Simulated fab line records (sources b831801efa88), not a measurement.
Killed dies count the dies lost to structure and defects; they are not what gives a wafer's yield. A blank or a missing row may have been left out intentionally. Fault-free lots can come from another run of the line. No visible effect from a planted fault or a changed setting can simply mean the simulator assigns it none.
Which tool did it? || flow gf180mcu || 12 lots, 36 wafers sampled, at 1 step of a route of 602

## WHAT EACH GAUGE READ, for each wafer
GF_V1_THK_MEAS_01.
{"lot": "L075", "measured": "day 17 10:44", "on": "film-metro-01", "V1_CVD_00_THK (nm)": "605 613 607"}
{"lot": "L077", "measured": "day 18 11:12", "on": "film-metro-04", "V1_CVD_00_THK (nm)": "601 603 607"}
{"lot": "L079", "measured": "day 19 01:13", "on": "film-metro-01", "V1_CVD_00_THK (nm)": "593 599 596"}
{"lot": "L081", "measured": "day 19 20:02", "on": "film-metro-02", "V1_CVD_00_THK (nm)": "608 610 601"}
{"lot": "L083", "measured": "day 20 11:20", "on": "film-metro-04", "V1_CVD_00_THK (nm)": "604 603 606"}
{"lot": "L085", "measured": "day 21 09:09", "on": "film-metro-04", "V1_CVD_00_THK (nm)": "600 601 606"}
{"lot": "L087", "measured": "day 22 02:46", "on": "film-metro-04", "V1_CVD_00_THK (nm)": "608 606 611"}
{"lot": "L089", "measured": "day 23 01:08", "on": "film-metro-01", "V1_CVD_00_THK (nm)": "608 599 602"}
{"lot": "L091", "measured": "day 23 11:39", "on": "film-metro-01", "V1_CVD_00_THK (nm)": "601 602 600"}
{"lot": "L093", "measured": "day 23 23:37", "on": "film-metro-04", "V1_CVD_00_THK (nm)": "594 597 600"}
{"lot": "L095", "measured": "day 24 17:35", "on": "film-metro-01", "V1_CVD_00_THK (nm)": "596 595 594"}
{"lot": "L097", "measured": "day 25 05:04", "on": "film-metro-01", "V1_CVD_00_THK (nm)": "606 599 601"}

## WHAT TOOL EACH LOT RAN ON (gives the tool, then ch and the chambers of the sampled wafers, and finally the start)
The record shows no process step preceding these readings.

## THE ANSWER, worked out from the rows above alone
Rule: the usual values come from the lots themselves. The widest of any qualifying gaps counts: lots, ordered by their means at a reading, are off when they make up no more than a third of the lots, leave a main group of 4 or more, and stand apart from it by 3 or more times the standard deviation of that group's means. The tables above print the reading to a certain number of digits; a main group whose means all agree to those digits is not used. A lot without any number at a reading at which 4 lots or more have one is off too. Where the step has rows for the other lots, those lots are counted as sound.
Across all readings shown, no lot is off: no conclusion can be drawn from this.

## WHAT HAD BEEN PUT IN BY THE SIMULATOR
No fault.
